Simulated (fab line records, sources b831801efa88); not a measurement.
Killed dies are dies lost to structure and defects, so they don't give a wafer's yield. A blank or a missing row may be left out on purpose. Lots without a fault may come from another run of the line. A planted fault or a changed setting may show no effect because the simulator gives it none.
fab line records | flow sky130 | part 1 of 2: steps 1 to 26 of 37
record lots=5 wafers=15 last_day=50
route steps=708 shown VIA4@657 METAL5@661 PASSIVATION@681
lots that met no fault: from a run of the same line without faults
start_h: hours from the record's first day to the start of the lot's first wafer shown | wait_h: hours since the lot's step before | " the same as in the row above | L1.1+2: a row that stands for several wafers | - no value, or no start given | * or withheld: withheld | < > ~ a bound
route shown NAME@n: a module of which the file shows steps, and the number in the route of the first | usual: mean/standard deviation of fault-free wafers | same: alike in all rows | chamber/n: place in a boat | sites: the reading at each site | _std_site: their standard deviation | _edge_site: outer sites' mean less inner sites' | radius_mm: how far each site lies from the wafer's centre | mask NAME#n: copy n | behind: the tool/chamber that last shaped the wafer | hold: why the lot was held/for how many hours/how that ended | device: the transistor (n, p or np) that didn't switch | end of line: the same wafers' tests at the end of the route | a step without rows: its recipe alone | killed: dies lost to structure and defects at the first sort, not the wafer's yield | map: a wafer's dies, x killed, . not, _ none there
set.NAME: the setting as run; set.NAME@STEP: as run at that earlier step | model.NAME: the simulator's own value behind a step, which no gauge read
lots at some steps of the route; a table a step, a row a wafer
services: from which hour (start_h, from the record's first day; less than 0 if before it) a tool's chamber was out of use, for how many hours, and why
## steps
# step SKY_VIA4_CVD_18
# recipe material=W target_thk_nm=505 time_s=152.14 temp_c=400 pressure_torr=40
# usual heater_power_w=885/68
# columns lot.wafer tool chamber start_h wait_h heater_power_w
L074.2 cvd_w-01 0 1002.09 0.0 776
L074.3 " 0 " " 793
L074.4 " 1 " " 901
L075.1 cvd_w-02 1 1007.79 0.0 954
L075.4 " 1 " " 959
L075.5 " 0 " " 845
L084.1 cvd_w-02 0 1061.32 0.0 856
L084.4 " 1 " " 997
L084.6 " 0 " " 838
L090.4 cvd_w-02 0 1122.28 0.1 842
L090.5 " 1 " " 964
L090.6 " 0 " " 848
L096.1 cvd_w-01 1 1134.97 0.0 908
L096.2 " 0 " " 812
L096.3 " 0 " " 790
# step SKY_VIA4_RS_MEAS_19
# recipe thk_meas_gauge=four-point-probe reads=W_of_VIA4_CVD_18+TiN_of_VIA4_SPUTTER_17
# usual VIA4_W_RS=0.226/0.0038
# columns lot.wafer tool chamber start_h wait_h VIA4_W_RS[ohm/sq]
L074.2 film_metro-04 - 1002.27 0.1 0.224
L074.3 " - " " 0.225
L074.4 " - " " 0.227
L075.1 film_metro-03 - 1007.94 0.1 0.225
L075.4 " - " " 0.226
L075.5 " - " " 0.220
L084.1 film_metro-03 - 1061.47 0.1 0.222
L084.4 " - " " 0.230
L084.6 " - " " 0.223
L090.4 film_metro-04 - 1122.44 0.1 0.219
L090.5 " - " " 0.229
L090.6 " - " " 0.221
L096.1 film_metro-02 - 1135.12 0.1 0.224
L096.2 " - " " 0.230
L096.3 " - " " 0.227
# step SKY_VIA4_THK_MEAS_20
# recipe thk_meas_gauge=xrf reads=W_of_VIA4_CVD_18
# usual VIA4_W_THK=511/10
# columns lot.wafer tool chamber start_h wait_h VIA4_W_THK[nm]
L074.2 film_metro-04 - 1002.38 0.1 520
L074.3 " - " " 515
L074.4 " - " " 514
L075.1 film_metro-03 - 1008.06 0.1 510
L075.4 " - " " 503
L075.5 " - " " 520
L084.1 film_metro-03 - 1061.59 0.1 520
L084.4 " - " " 500
L084.6 " - " " 516
L090.4 film_metro-04 - 1122.53 0.1 520
L090.5 " - " " 496
L090.6 " - " " 512
L096.1 film_metro-02 - 1135.24 0.1 522
L096.2 " - " " 508
L096.3 " - " " 514
# step SKY_VIA4_CMP_21
# recipe stop_on=SiO2 t_overpolish_s=25 down_force_psi=3.5 platen_rpm=60 target_thk_nm=0 pad_velocity_m_s=0.94248
# usual motor_current_A=10.9/0.97 overpolish_run_s=25.000/0.0089 time_to_endpoint_s=124/4.9
# columns lot.wafer tool chamber start_h wait_h motor_current_A overpolish_run_s time_to_endpoint_s
L074.4 cmp-01 3 1002.43 0.0 8.9 25.016 120
L074.2 " 1 " " 12.8 25.002 122
L074.3 " 2 " " 10.4 24.982 123
L075.1 cmp-02 2 1008.12 0.1 11.0 25.012 123
L075.4 " 3 " " 12.8 24.996 121
L075.5 " 3 " " 12.3 24.993 124
L084.4 cmp-02 3 1061.65 0.0 12.6 24.991 121
L084.1 " 0 " " 11.3 24.987 122
L084.6 " 0 " " 10.5 24.996 121
L090.4 cmp-01 0 1122.98 0.4 10.3 25.014 117
L090.6 " 2 " " 10.7 24.998 130
L090.5 " 3 " " 9.3 24.996 123
L096.1 cmp-02 1 1135.30 0.1 10.2 25.008 124
L096.2 " 2 " " 11.0 24.995 130
L096.3 " 0 " " 10.9 24.999 129
# step SKY_METAL5_SPUTTER_00
# recipe material=Ti target_thk_nm=15 power_w=3000 time_s=10 chamber_pressure_pa=0.4
# usual throttle_valve_pct=29.6/1
# columns lot.wafer tool chamber start_h wait_h throttle_valve_pct
L074.2 pvd_sputter-03 - 1002.73 0.1 31.0
L074.3 " - " " 28.1
L074.4 " - " " 28.8
L075.1 pvd_sputter-02 - 1008.42 0.2 30.1
L075.4 " - " " 28.3
L075.5 " - " " 30.1
L084.1 pvd_sputter-01 - 1061.95 0.2 30.4
L084.4 " - " " 29.4
L084.6 " - " " 29.6
L090.4 pvd_sputter-02 - 1123.18 0.1 28.5
L090.5 " - " " 28.4
L090.6 " - " " 28.3
L096.1 pvd_sputter-03 - 1135.60 0.2 29.2
L096.2 " - " " 28.0
L096.3 " - " " 31.2
# step SKY_METAL5_SPUTTER_01
# recipe material=TiN target_thk_nm=20 power_w=6500 time_s=16.7 chamber_pressure_pa=0.4
# usual throttle_valve_pct=29.6/1
# columns lot.wafer tool chamber start_h wait_h throttle_valve_pct
L074.2 pvd_sputter-03 - 1002.75 0.0 31.1
L074.3 " - " " 28.2
L074.4 " - " " 29.0
L075.1 pvd_sputter-02 - 1008.44 0.0 30.3
L075.4 " - " " 28.4
L075.5 " - " " 30.1
L084.1 pvd_sputter-01 - 1061.98 0.0 30.8
L084.4 " - " " 29.4
L084.6 " - " " 29.2
L090.4 pvd_sputter-02 - 1123.20 0.0 28.1
L090.5 " - " " 28.4
L090.6 " - " " 28.2
L096.1 pvd_sputter-03 - 1135.62 0.0 28.9
L096.2 " - " " 28.1
L096.3 " - " " 31.0
# step SKY_METAL5_SPUTTER_02
# recipe material=AlCu target_thk_nm=1150 power_w=10600 time_s=61.2 chamber_pressure_pa=0.4
# usual throttle_valve_pct=29.6/1
# columns lot.wafer tool chamber start_h wait_h throttle_valve_pct
L074.2 pvd_sputter-03 - 1002.77 0.0 31.4
L074.3 " - " " 28.6
L074.4 " - " " 28.9
L075.1 pvd_sputter-02 - 1008.47 0.0 30.2
L075.4 " - " " 28.1
L075.5 " - " " 30.2
L084.1 pvd_sputter-01 - 1062.00 0.0 30.7
L084.4 " - " " 29.6
L084.6 " - " " 29.3
L090.4 pvd_sputter-02 - 1123.23 0.0 28.3
L090.5 " - " " 28.5
L090.6 " - " " 28.5
L096.1 pvd_sputter-03 - 1135.65 0.0 29.2
L096.2 " - " " 27.9
L096.3 " - " " 31.0
# step SKY_METAL5_SPUTTER_03
# recipe material=Ti target_thk_nm=5 power_w=3000 time_s=3.3 chamber_pressure_pa=0.4
# usual throttle_valve_pct=29.6/1
# columns lot.wafer tool chamber start_h wait_h throttle_valve_pct
L074.2 pvd_sputter-03 - 1002.82 0.0 31.1
L074.3 " - " " 28.3
L074.4 " - " " 28.8
L075.1 pvd_sputter-02 - 1008.52 0.0 30.3
L075.4 " - " " 28.2
L075.5 " - " " 30.2
L084.1 pvd_sputter-01 - 1062.05 0.0 30.8
L084.4 " - " " 29.6
L084.6 " - " " 29.6
L090.4 pvd_sputter-02 - 1123.28 0.0 28.4
L090.5 " - " " 28.3
L090.6 " - " " 28.1
L096.1 pvd_sputter-03 - 1135.70 0.0 29.0
L096.2 " - " " 28.2
L096.3 " - " " 31.3
# step SKY_METAL5_SPUTTER_04
# recipe material=TiN target_thk_nm=70 power_w=6500 time_s=58.3 chamber_pressure_pa=0.4
# usual throttle_valve_pct=29.6/1
# columns lot.wafer tool chamber start_h wait_h throttle_valve_pct
L074.2 pvd_sputter-03 - 1002.84 0.0 31.1
L074.3 " - " " 28.2
L074.4 " - " " 29.0
L075.1 pvd_sputter-02 - 1008.54 0.0 29.9
L075.4 " - " " 28.4
L075.5 " - " " 30.0
L084.1 pvd_sputter-01 - 1062.07 0.0 30.7
L084.4 " - " " 29.3
L084.6 " - " " 29.3
L090.4 pvd_sputter-02 - 1123.30 0.0 28.4
L090.5 " - " " 28.6
L090.6 " - " " 28.6
L096.1 pvd_sputter-03 - 1135.72 0.0 29.1
L096.2 " - " " 28.1
L096.3 " - " " 31.3
# step SKY_METAL5_RS_MEAS_05
# recipe thk_meas_gauge=four-point-probe reads=TiN_of_METAL5_SPUTTER_04+Ti_of_METAL5_SPUTTER_03+AlCu_of_METAL5_SPUTTER_02+TiN_of_METAL5_SPUTTER_01+Ti_of_METAL5_SPUTTER_00
# usual METAL5_ALCU_RS=0.0271/0.00031
# columns lot.wafer tool chamber start_h wait_h METAL5_ALCU_RS[ohm/sq]
L074.2 film_metro-04 - 1002.91 0.0 0.0271
L074.3 " - " " 0.0274
L074.4 " - " " 0.0270
L075.1 film_metro-04 - 1008.59 0.0 0.0270
L075.4 " - " " 0.0274
L075.5 " - " " 0.0270
L084.1 film_metro-04 - 1062.12 0.0 0.0270
L084.4 " - " " 0.0268
L084.6 " - " " 0.0270
L090.4 film_metro-01 - 1123.40 0.1 0.0276
L090.5 " - " " 0.0275
L090.6 " - " " 0.0275
L096.1 film_metro-01 - 1135.77 0.0 0.0268
L096.2 " - " " 0.0274
L096.3 " - " " 0.0270
# step SKY_METAL5_THK_MEAS_06
# recipe thk_meas_gauge=xrf reads=AlCu_of_METAL5_SPUTTER_02
# usual METAL5_ALCU_THK=1170/15
# columns lot.wafer tool chamber start_h wait_h METAL5_ALCU_THK[nm]
L074.2 film_metro-04 - 1003.02 0.1 1176
L074.3 " - " " 1158
L074.4 " - " " 1176
L075.1 film_metro-04 - 1008.71 0.1 1171
L075.4 " - " " 1159
L075.5 " - " " 1160
L084.1 film_metro-04 - 1062.24 0.1 1171
L084.4 " - " " 1176
L084.6 " - " " 1172
L090.4 film_metro-01 - 1123.49 0.1 1151
L090.5 " - " " 1163
L090.6 " - " " 1162
L096.1 film_metro-01 - 1135.89 0.1 1186
L096.2 " - " " 1162
L096.3 " - " " 1181
# step SKY_METAL5_DEHYDRATE_07
# recipe temp_c=200 time_s=60
# usual plate_temp_C=200.03/0.16
# columns lot.wafer tool chamber start_h wait_h plate_temp_C
L074.2 litho_track-02 0 1013.80 10.8 200.06
L074.3 " 0 " " 200.06
L074.4 " 0 " " 199.99
L075.1 litho_track-02 0 1018.62 9.9 200.10
L075.4 " 0 " " 199.90
L075.5 " 0 " " 200.11
L084.1 litho_track-01 0 1071.90 9.7 200.12
L084.4 " 0 " " 199.92
L084.6 " 0 " " 199.90
L090.4 litho_track-02 0 1132.65 9.1 199.81
L090.5 " 0 " " 200.16
L090.6 " 0 " " 200.15
L096.1 litho_track-02 0 1144.68 8.8 200.27
L096.2 " 0 " " 200.32
L096.3 " 0 " " 199.94
# step SKY_METAL5_HMDS_08
# recipe prime_time_s=60 prime_temp_c=120
# columns lot.wafer tool chamber start_h wait_h
L074.2+3+4 litho_track-02 0 1013.95 0.1
L075.1+4+5 litho_track-02 0 1018.77 0.1
L084.1+4+6 litho_track-01 0 1072.05 0.1
L090.4+5+6 litho_track-02 0 1132.80 0.1
L096.1+2+3 litho_track-02 0 1144.83 0.1
# step SKY_METAL5_COAT_09
# recipe resist=NOVOLAK spin_rpm=3000 resist_thk_nm=1800
# columns lot.wafer tool chamber start_h wait_h
L074.2+3+4 litho_track-02 0 1014.10 0.1
L075.1+4+5 litho_track-02 0 1018.92 0.1
L084.1+4+6 litho_track-01 0 1072.20 0.1
L090.4+5+6 litho_track-02 0 1132.95 0.1
L096.1+2+3 litho_track-02 0 1144.98 0.1
# step SKY_METAL5_SOFTBAKE_10
# recipe temp_c=90 time_s=60 resist=NOVOLAK
# usual plate_temp_C=89.98/0.14
# columns lot.wafer tool chamber start_h wait_h plate_temp_C
L074.2 litho_track-02 0 1014.25 0.1 89.90
L074.3 " 0 " " 89.98
L074.4 " 0 " " 89.86
L075.1 litho_track-02 0 1019.07 0.1 90.10
L075.4 " 0 " " 90.12
L075.5 " 0 " " 90.04
L084.1 litho_track-01 0 1072.35 0.1 90.00
L084.4 " 0 " " 90.15
L084.6 " 0 " " 90.05
L090.4 litho_track-02 0 1133.10 0.1 90.06
L090.5 " 0 " " 89.90
L090.6 " 0 " " 89.86
L096.1 litho_track-02 0 1145.13 0.1 89.84
L096.2 " 0 " " 90.21
L096.3 " 0 " " 89.99
# step SKY_METAL5_EXPOSE_11
# recipe mask_id=MM5 na=0.6 source_shape=conventional sigma_outer=0.6 polarization=unpolarized target_cd_nm=1600 dose_mj=190
# columns lot.wafer tool chamber start_h wait_h mask
L074.2+3+4 iline_stepper-02 0 - - MM5#0
L075.1+4+5 iline_stepper-02 0 - - MM5#0
L084.1+4+6 iline_stepper-02 0 - - MM5#0
L090.4+5+6 iline_stepper-02 0 - - MM5#0
L096.1+2+3 iline_stepper-01 0 - - MM5#0
# step SKY_METAL5_PEB_12
# recipe temp_c=withheld time_s=* resist=NOVOLAK
# columns lot.wafer tool chamber start_h wait_h
L074.2+3+4 litho_track-03 0 - -
L075.1+4+5 litho_track-03 0 - -
L084.1+4+6 litho_track-01 0 - -
L090.4+5+6 litho_track-01 0 - -
L096.1+2+3 litho_track-01 0 - -
# step SKY_METAL5_DEVELOP_13
# recipe resist=NOVOLAK developer=TMAH develop_time_s=60 dev_temp_c=23
# columns lot.wafer tool chamber start_h wait_h
L074.2+3+4 litho_track-03 0 1024.94 0.1
L075.1+4+5 litho_track-03 0 1030.37 0.1
L084.1+4+6 litho_track-01 0 1082.55 0.1
L090.4+5+6 litho_track-01 0 1141.33 0.1
L096.1+2+3 litho_track-01 0 1153.70 0.1
# step SKY_METAL5_DESCUM_14
# recipe chemistry=O2 source_power_w=150 bias_power_w=0 pressure_mtorr=10 temp_c=40 time_s=11
# usual drypump_motor_current_A=5.98/0.13 oes_product_au=0.995/0.0094 temp_c=40.00/0.12
# columns lot.wafer tool chamber start_h wait_h drypump_motor_current_A oes_product_au rf_hours_counter_h temp_c
L074.2 rie_metal-04 1 1025.06 0.1 5.93 0.997 6 39.95
L074.3 " 1 " " 5.93 0.984 - 39.92
L074.4 " 0 " " 5.96 0.989 - 40.10
L075.1 rie_metal-03 0 1030.52 0.1 6.00 0.994 10 40.00
L075.4 " 0 " " 5.99 0.991 - 40.17
L075.5 " 0 " " 6.03 0.992 - 39.91
L084.1 rie_metal-03 0 1082.70 0.1 6.00 1.004 14 40.06
L084.4 " 0 " " 5.99 0.986 - 39.96
L084.6 " 1 " " 5.81 1.001 - 40.00
L090.4 rie_metal-04 1 1141.41 0.1 5.93 0.998 - 39.78
L090.5 " 1 " " 5.92 0.993 - 39.86
L090.6 " 0 " " 5.95 0.994 - 39.95
L096.1 rie_metal-03 0 1153.85 0.1 6.00 1.001 19 39.80
L096.2 " 1 " " 5.83 1.008 19 39.80
L096.3 " 0 " " 6.00 1.005 - 40.07
# step SKY_METAL5_METAL_ETCH_15
# recipe target_depth_a=12600 stop_on=SiO2 over_etch_frac=0.2 time_s=252 chemistry=Cl2/BCl3 resist_sidewall_deg=86 pressure_mtorr=10 icp_w=900 bias_w=48.5 Cl2_flow_sccm=60 bcl3_flow_sccm=30
# usual drypump_motor_current_A=5.98/0.13 oes_product_au=0.893/0.0052 throttle_valve_pct=22.265/0.0098
# columns lot.wafer tool chamber start_h wait_h drypump_motor_current_A oes_product_au rf_hours_counter_h throttle_valve_pct
L074.2 rie_metal-04 1 1025.10 0.0 5.94 0.897 6 22.296
L074.3 " 1 " " 5.95 0.893 - 22.262
L074.4 " 0 " " 5.95 0.892 - 22.253
L075.1 rie_metal-03 0 1030.55 0.0 5.99 0.896 10 22.260
L075.4 " 0 " " 5.98 0.884 - 22.264
L075.5 " 0 " " 6.01 0.888 - 22.269
L084.1 rie_metal-03 0 1082.74 0.0 6.01 0.897 14 22.254
L084.4 " 0 " " 5.98 0.888 - 22.274
L084.6 " 1 " " 5.79 0.896 - 22.257
L090.4 rie_metal-04 1 1141.51 0.1 5.94 0.895 - 22.250
L090.5 " 1 " " 5.94 0.897 - 22.265
L090.6 " 0 " " 5.97 0.890 - 22.251
L096.1 rie_metal-03 0 1153.89 0.0 6.00 0.886 19 22.240
L096.2 " 1 " " 5.80 0.901 19 22.268
L096.3 " 0 " " 6.00 0.901 - 22.248
# step SKY_METAL5_STRIP_16
# recipe chemistry=O2/N2 power_w=1400 pressure_mtorr=1500 platen_temp_c=withheld o2_flow_sccm=3000 n2_flow_sccm=300 overash_fraction=0.5
# usual drypump_motor_current_A=5.8/0.44 oes_product_au=0.710/0.0045 strip_time_to_endpoint_s=13.15/0.13
# columns lot.wafer tool chamber start_h wait_h drypump_motor_current_A oes_product_au rf_hours_counter_h strip_time_to_endpoint_s
L074.2 plasma_asher-03 0 1025.33 0.2 6.1 0.705 116 13.16
L074.3 " 0 " " 6.2 0.705 - 13.21
L074.4 " 1 " " 6.2 0.708 - 13.28
L075.1 plasma_asher-02 1 1030.78 0.2 6.2 0.704 91 13.26
L075.4 " 1 " " 6.2 0.714 - 13.19
L075.5 " 0 " " 5.1 0.707 - 13.25
L084.1 plasma_asher-03 1 1082.97 0.2 6.1 0.710 2 13.19
L084.4 " 0 " " 6.2 0.709 - 13.23
L084.6 " 0 " " 6.2 0.712 - 12.95
L090.4 plasma_asher-01 1 1141.70 0.1 5.5 0.713 - 13.13
L090.5 " 0 " " 5.3 0.714 - 13.22
L090.6 " 1 " " 5.4 0.710 - 13.28
L096.1 plasma_asher-02 0 1154.12 0.2 5.1 0.719 103 13.18
L096.2 " 1 " " 6.2 0.709 103 12.90
L096.3 " 1 " " 6.2 0.716 - 13.14
# step SKY_METAL5_STRIP_17
# recipe chemistry=post_etch_residue_remover time_s=1200 temp_c=72.5
# usual temp_c=72.53/0.13
# columns lot.wafer tool chamber start_h wait_h temp_c
L074.2 wet_bench-04 3 1025.43 0.1 72.54
L074.3 " 3 " " 72.47
L074.4 " 3 " " 72.56
L075.1 wet_bench-03 0 1030.88 0.1 72.52
L075.4 " 0 " " 72.50
L075.5 " 0 " " 72.59
L084.1 wet_bench-04 0 1083.07 0.1 72.65
L084.4 " 0 " " 72.66
L084.6 " 0 " " 72.52
L090.4 wet_bench-03 3 1141.77 0.0 72.42
L090.5 " 3 " " 72.50
L090.6 " 3 " " 72.62
L096.1 wet_bench-03 0 1154.22 0.1 72.56
L096.2 " 0 " " 72.68
L096.3 " 0 " " 72.54
# step SKY_METAL5_CLEAN_18
# recipe chemistry=IPA time_s=180 temp_c=25
# usual temp_c=25.01/0.12
# columns lot.wafer tool chamber start_h wait_h temp_c
L074.2 wet_bench-03 1 1025.78 0.0 25.17
L074.3 " 1 " " 25.32
L074.4 " 1 " " 25.30
L075.1 wet_bench-04 3 1031.23 0.0 25.08
L075.4 " 3 " " 25.22
L075.5 " 3 " " 25.11
L084.1 wet_bench-03 3 1083.41 0.0 24.73
L084.4 " 3 " " 24.93
L084.6 " 3 " " 24.71
L090.4 wet_bench-02 1 1142.11 0.0 24.92
L090.5 " 1 " " 24.75
L090.6 " 1 " " 24.90
L096.1 wet_bench-04 3 1154.56 0.0 24.89
L096.2 " 3 " " 25.12
L096.3 " 3 " " 24.93
# step SKY_METAL5_CLEAN_19
# recipe chemistry=O3/DIW dry=n2_spin
# columns lot.wafer tool chamber start_h wait_h
L074.2+3+4 wet_bench-04 0 1025.83 0.0
L075.1+4+5 wet_bench-02 0 1031.28 0.0
L084.1+4+6 wet_bench-04 3 1083.47 0.0
L090.4+5+6 wet_bench-04 3 1142.17 0.0
L096.1+2+3 wet_bench-03 3 1154.62 0.0
# step SKY_PASSIVATION_CVD_00
# recipe material=SiO2 target_thk_nm=90 temp_c=400 time_s=withheld rf_w=600
# usual heater_power_w=693/110
# columns lot.wafer tool chamber start_h wait_h heater_power_w
L074.2 pecvd-03 1 1025.93 0.0 726
L074.3 " 0 " " 684
L074.4 " 0 " " 696
L075.1 pecvd-01 0 1031.38 0.0 708
L075.4 " 1 " " 753
L075.5 " 2 " " 919
L084.1 pecvd-03 1 1083.56 0.0 682
L084.4 " 1 " " 690
L084.6 " 0 " " 546
L090.4 pecvd-03 1 1142.27 0.0 602
L090.5 " 2 " " 792
L090.6 " 0 " " 627
L096.1 pecvd-02 2 1154.72 0.0 486
L096.2 " 1 " " 768
L096.3 " 0 " " 617
# step SKY_PASSIVATION_THK_MEAS_01
# recipe reads=SiO2_of_PASSIVATION_CVD_00
# usual PASSIVATION_CVD_00_THK=89.9/1.1
# columns lot.wafer tool chamber start_h wait_h PASSIVATION_CVD_00_THK[nm]
L074.2 film_metro-01 - 1025.96 - 89.5
L074.3 " - " " 89.4
L074.4 " - " " 90.2
L075.1 film_metro-02 - 1031.40 - 88.2
L075.4 " - " " 91.1
L075.5 " - " " 90.1
L084.1 film_metro-02 - 1083.58 - 88.9
L084.4 " - " " 89.7
L084.6 " - " " 90.2
L090.4 film_metro-02 - 1142.31 - 88.9
L090.5 " - " " 90.8
L090.6 " - " " 90.3
L096.1 film_metro-01 - 1154.74 - 90.0
L096.2 " - " " 89.6
L096.3 " - " " 89.6
